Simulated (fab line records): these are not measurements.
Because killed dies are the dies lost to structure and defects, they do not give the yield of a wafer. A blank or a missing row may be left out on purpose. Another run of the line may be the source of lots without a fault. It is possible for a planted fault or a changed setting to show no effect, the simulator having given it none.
The tool behind it: which one? -- flow sky130 -- 39 wafers from 13 lots sampled at 4 of the route's 708 steps

== WHAT THE GAUGES READ, wafer by wafer ==
SKY_GATE_OXIDE_THK_MEAS_02.
lot,measured,on,GATE_OXIDE_OXIDATION_00_THK (nm)
L450,day 13 09:27,film metro-01,10.28 10.34 10.43
L451,day 13 14:05,film metro-02,10.06 10.06 10.13
L458,day 16 02:20,film metro-04,10.16 10.26 10.14
L459,day 16 10:01,film metro-01,10.41 10.09 10.42
L462,day 17 14:50,film metro-01,10.28 10.28 10.25
L463,day 17 21:48,film metro-01,10.63 10.54 10.64
L465,day 19 04:17,film metro-04,10.10 10.43 10.41
L464,day 19 09:28,film metro-02,10.22 10.17 10.19
L467,day 19 14:12,film metro-04,10.50 10.48 10.22
L468,day 19 20:41,film metro-01,10.32 10.32 10.42
L469,day 20 04:47,film metro-04,10.43 10.53 10.39
L470,day 20 10:49,film metro-04,10.37 10.52 10.44
L471,day 21 00:47,film metro-01,10.42 10.25 10.22

SKY_LDD_P_TW_MEAS_11.
lot,measured,on,LDD_P_TW
L450,day 19 17:26,film metro-04,632 638 641
L451,day 20 01:05,film metro-02,632 630 630
L458,day 22 19:42,film metro-04,642 640 639
L459,day 23 03:49,film metro-02,632 628 629
L462,day 24 07:35,film metro-04,635 638 637
L463,day 24 15:49,film metro-01,634 634 633
L465,day 25 21:16,film metro-04,639 637 636
L464,day 26 04:20,film metro-01,633 638 632
L467,day 26 08:52,film metro-02,631 628 631
L468,day 26 12:10,film metro-01,640 634 635
L469,day 26 20:43,film metro-04,637 633 633
L470,day 27 03:53,film metro-04,632 631 636
L471,day 27 15:17,film metro-02,633 636 632

== TOOL THAT RAN EACH LOT (tool first, then ch and the chambers of the sampled wafers, then the start) ==
lot,SKY_RES_PROTECT_STRIP_07,SKY_LDD_N_IMPLANT_15
L450,"plasma asher-02 ch 0,1, day 15 17:50","implanter-01 ch 0, day 18 10:22"
L451,"plasma asher-02 ch 0,1, day 15 22:06","implanter-04 ch 0, day 18 17:17"
L458,"plasma asher-03 ch 0,1, day 18 16:35","implanter-03 ch 0, day 21 12:21"
L459,"plasma asher-03 ch 0,1, day 19 01:17","implanter-03 ch 0, day 21 20:57"
L462,"plasma asher-03 ch 0,1, day 20 05:53","implanter-01 ch 0, day 23 00:16"
L463,"plasma asher-01 ch 0,1, day 20 15:23","implanter-01 ch 0, day 23 09:08"
L465,"plasma asher-03 ch 0,1, day 21 22:00","implanter-03 ch 0, day 24 15:37"
L464,"plasma asher-02 ch 0,1, day 22 01:56","implanter-03 ch 0, day 24 21:55"
L467,"plasma asher-01 ch 0,1, day 22 07:56","implanter-04 ch 0, day 25 02:46"
L468,"plasma asher-01 ch 0,1, day 22 13:04","implanter-01 ch 0, day 25 06:38"
L469,"plasma asher-03 ch 0,1, day 22 22:20","implanter-01 ch 0, day 25 14:58"
L470,"plasma asher-02 ch 0,1, day 23 04:33","implanter-03 ch 0, day 25 21:32"
L471,"plasma asher-01 ch 0,1, day 23 17:08","implanter-03 ch 0, day 26 09:32"
- SKY_RES_PROTECT_STRIP_07: strips in O2/N2.
- SKY_LDD_N_IMPLANT_15

== AS READ BY THE TOOLS THEMSELVES (means over the sampled wafers that have a number; for cases with no such wafer, the mark the record gives instead) ==
SKY_RES_PROTECT_STRIP_07.
lot,tool,drypump motor current A (A),oes product au (a.u.),strip time to endpoint s (s)
L450,plasma asher-02,5.53,0.514,23.28
L451,plasma asher-02,5.48,0.519,23.29
L458,plasma asher-03,5.61,0.517,23.26
L459,plasma asher-03,5.78,0.516,23.26
L462,plasma asher-03,5.77,0.510,23.28
L463,plasma asher-01,5.39,0.518,23.27
L465,plasma asher-03,5.61,0.520,23.26
L464,plasma asher-02,5.49,0.512,23.31
L467,plasma asher-01,5.39,0.520,23.27
L468,plasma asher-01,5.40,0.516,23.32
L469,plasma asher-03,5.77,0.517,23.34
L470,plasma asher-02,5.48,0.515,23.24
L471,plasma asher-01,5.40,0.516,23.23

SKY_LDD_N_IMPLANT_15.
lot,tool,beam energy keV,tilt deg (degrees)
L450,implanter-01,50.004,30.021
L451,implanter-04,50.000,30.037
L458,implanter-03,50.000,0.008
L459,implanter-03,50.007,0.002
L462,implanter-01,50.007,29.983
L463,implanter-01,50.014,29.954
L465,implanter-03,50.006,30.002
L464,implanter-03,49.982,29.985
L467,implanter-04,50.025,29.990
L468,implanter-01,49.992,30.007
L469,implanter-01,49.991,30.010
L470,implanter-03,50.005,30.045
L471,implanter-03,50.012,30.009

== THE ANSWER, worked out from the rows above alone ==
Rule: the usual values come from the lots themselves. Put in order of their means at a reading, lots are off if they are a third of the lots or fewer, leave a main group of 4 or more, and stand apart from it by a gap of 3 or more times the standard deviation of the main group's means; of several such gaps the widest counts. If all means in a main group match to the digits the tables above print for the reading, that group is not used. Also off: a lot with no number at a reading for which 4 or more lots have one. Where the step has rows for the other lots, those lots are counted as sound. First the gauges in route order, then the tools' own readings, where a lot's mean is used as printed above. The first step at which some lot is off is used, and at that step the reading that is off furthest; a lot without a number counts as furthest.
Off at SKY_LDD_N_IMPLANT_15 (tilt deg): L458, L459. The main group: mean 30.004 degrees, standard deviation 0.025.
If a tool, at that step or one of the process steps before it, ran each lot that is off and ran no sound lot following the first of them, it fits. None of those tried fits.

== WHAT THE SIMULATOR HAD INSERTED ==
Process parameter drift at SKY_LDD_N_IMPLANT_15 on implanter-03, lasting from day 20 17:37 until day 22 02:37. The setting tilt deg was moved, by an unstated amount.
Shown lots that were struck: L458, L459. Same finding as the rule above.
